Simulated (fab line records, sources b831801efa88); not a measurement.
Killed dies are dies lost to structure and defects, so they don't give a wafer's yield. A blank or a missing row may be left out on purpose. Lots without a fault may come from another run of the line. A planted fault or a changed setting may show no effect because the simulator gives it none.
Chamber matching | flow sfq_line | SFQ_TRILAYER_C5_BARC_OPEN_VIA_ETCH_210 on rie_diel-04: 4 sister chambers
The step etches BARC in O2, target depth 125 nm, time 41.7 s. 14 wafers are shown with their chamber, then 7 later ones without.

WAFERS WITH THEIR CHAMBER
wafer  | chamber | drypump_motor_current_A (A) | oes_product_au (a.u.)
L437.1 | 2       | 5.4                         | 0.683
L437.4 | 1       | 5.8                         | 0.691
L437.6 | 2       | 5.4                         | 0.693
L439.2 | 0       | 5.7                         | 0.687
L439.3 | 3       | 5.7                         | 0.686
L439.5 | 0       | 5.7                         | 0.692
L440.2 | 3       | 5.7                         | 0.682
L440.3 | 0       | 5.8                         | 0.683
L440.4 | 2       | 5.4                         | 0.682
L443.4 | 3       | 5.7                         | 0.680
L443.5 | 2       | 5.4                         | 0.694
L443.6 | 3       | 5.7                         | 0.687
L444.1 | 1       | 5.8                         | 0.689
L444.3 | 0       | 5.7                         | 0.688

SIGNATURES (means of the wafers above)
reading                 | chamber 0 | chamber 1 | chamber 2 | chamber 3 | scatter within a chamber
drypump_motor_current_A | 5.725     | 5.800     | 5.400     | 5.700     | 0.0274
oes_product_au          | 0.68750   | 0.69000   | 0.68800   | 0.68375   | 0.00445
Rule: a wafer's distance from a chamber is the root of the sum, over the readings, of the square of ((its reading less the chamber's mean) divided by the reading's scatter). The wafer belongs to the nearest chamber; if the next one is less than 2 further off, it can't be placed. The scatter: the root of (the sum of the squares of (reading less its chamber's mean) over the shown wafers, divided by (wafers less chambers)).

WAFERS WITHOUT THEIR CHAMBER
wafer  | drypump_motor_current_A (A) | oes_product_au (a.u.)
L444.6 | 5.4                         | 0.687
L453.2 | 5.8                         | 0.688
L453.3 | 5.4                         | 0.688
L453.5 | 5.4                         | 0.686
L454.2 | 5.4                         | 0.692
L454.3 | 5.7                         | 0.697
L454.6 | 5.4                         | 0.684

WHICH CHAMBER EACH WENT THROUGH
wafer  | from the rows above          | in truth
L444.6 | 2                            | 2
L453.2 | 1                            | 1
L453.3 | 2                            | 2
L453.5 | 2                            | 2
L454.2 | 2                            | 2
L454.3 | can't be placed: 0 or 3 or 1 | 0
L454.6 | 2                            | 2
Placed correctly: 6 of 7. Can't be placed from these rows: 1 (the true chamber is among the candidates in 1). Placed wrongly: 0.
